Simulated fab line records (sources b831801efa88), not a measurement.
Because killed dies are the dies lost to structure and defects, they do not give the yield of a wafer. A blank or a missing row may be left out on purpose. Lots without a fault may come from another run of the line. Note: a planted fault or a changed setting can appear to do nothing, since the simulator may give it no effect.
Struck lot and sound lot, side by side | flow sky130 | 15 out of 708 route steps
Sound: wafers L232.3, L232.4, L232.6. The struck wafers were L242.3, L242.5, L242.6. Last of all comes the cause.
Per side, at each step with rows, come the tool, then ch with its chambers, and then its first start. Under that, the readings that differ: sound wafers | struck wafers | difference of the means | sigmas: that difference in standard deviations of wafers without a fault.
alike: same words and numbers on both sides, and readings whose means sit less than 2 such deviations apart. not compared: any withheld reading, any reading some wafer has no value for, any bound like >300 that may hide the same value, and any number with overlapping values for which the record gives no deviation.
A row with sigmas, a row that says differs or no value, or rows on one side alone: a step with any of these is where the two part. Numbers that don't overlap but have no deviation are shown without sigmas and don't part them. A reading that every wafer of one side lacks parts them only if that side has two wafers or more.

first, 3 steps without rows for these wafers: SKY_VIA3_STRIP_17 (strips in post etch residue remover, time 1200 s); SKY_VIA3_CLEAN_18 (cleans in IPA, time 180 s); SKY_VIA3_CLEAN_19 (cleans in O3/DIW).
SKY_VIA3_SPUTTER_20: material TiN, target thk 20 nm, time 80 s.
  struck on pvd-sputter-03, day 44 09:34; sound on pvd-sputter-04, day 41 20:50
  alike: cathode-dc-power-W, throttle-valve-pct
SKY_VIA3_CVD_21: deposits W, target thk 390 nm, time 117.31 s.
  sound on cvd-w-01 ch 0,1, day 41 20:57; struck on cvd-w-02 ch 0,1, day 44 09:40
  alike: heater-power-w
SKY_VIA3_RS_MEAS_22: measurement is done with a four-point probe.
  struck on film-metro-04, day 44 09:47; sound on film-metro-02, day 41 21:04
  alike: VIA3_W_RS
SKY_VIA3_THK_MEAS_23: measures by xrf.
  struck on film-metro-04, day 44 09:53; sound on film-metro-02, day 41 21:10
  alike: VIA3_W_THK
then, 1 step without rows for these wafers: SKY_VIA3_CMP_24 (polishes, stops on SiO2, t overpolish 20 s, target thk 0 nm).
SKY_METAL4_SPUTTER_00: material Ti, target thk 15 nm, time 10 s.
  struck on pvd-sputter-01, day 44 10:14; sound on pvd-sputter-04, day 41 21:31
  alike: cathode-dc-power-W, throttle-valve-pct
then, 2 steps without rows for these wafers: SKY_METAL4_SPUTTER_01 (material TiN, target thk 20 nm, time 16.7 s); SKY_METAL4_SPUTTER_02 (material AlCu, target thk 735 nm, time 39.1 s).
SKY_METAL4_SPUTTER_03: material Ti, target thk 5 nm, time 3.3 s.
  struck on pvd-sputter-01, day 44 10:19; sound on pvd-sputter-04, day 41 21:36
  alike: cathode-dc-power-W, throttle-valve-pct
SKY_METAL4_SPUTTER_04: material TiN, target thk 70 nm, time 58.3 s.
  struck on pvd-sputter-01, day 44 10:20; sound on pvd-sputter-04, day 41 21:37
  reading                                    | sound                | struck               | difference | sigmas
  cathode-dc-power-W (W)                     | 6501.7 6500.3 6498.9 | 5911.8 5913.3 5912.2 | -587.9     | -99 or more
  model.TiN_of_METAL4_SPUTTER_04.thk-nm (nm) | 70.41 71.03 71.51    | 62.71 62.86 62.16    | -8.41      |
  alike: throttle-valve-pct
SKY_CAP2M_CVD_00: deposits SiO2, target thk 15.5 nm.
  sound on pecvd-01 ch 0,1, day 41 21:40; struck on pecvd-01 ch 0,2, day 44 10:23
  alike: heater-power-w
-- the record jumps here: 5 days lie between the struck wafers' starts before and after (it left off in module CAP2M and takes up again in module PAD_OPEN, whose first step shown is number 708 of the route) --
SKY_PAD_OPEN_PROBE_99:
  the record has rows for the struck wafers here (prober-02, day 49 17:49) and none for the sound ones

== WHERE THEY PART ==
Last at SKY_PAD_OPEN_PROBE_99 as far as this record goes, first at SKY_METAL4_SPUTTER_04.

WHY: whatever the simulator had introduced
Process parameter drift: pvd-sputter-01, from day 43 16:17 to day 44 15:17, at SKY_METAL4_SPUTTER_04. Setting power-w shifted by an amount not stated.
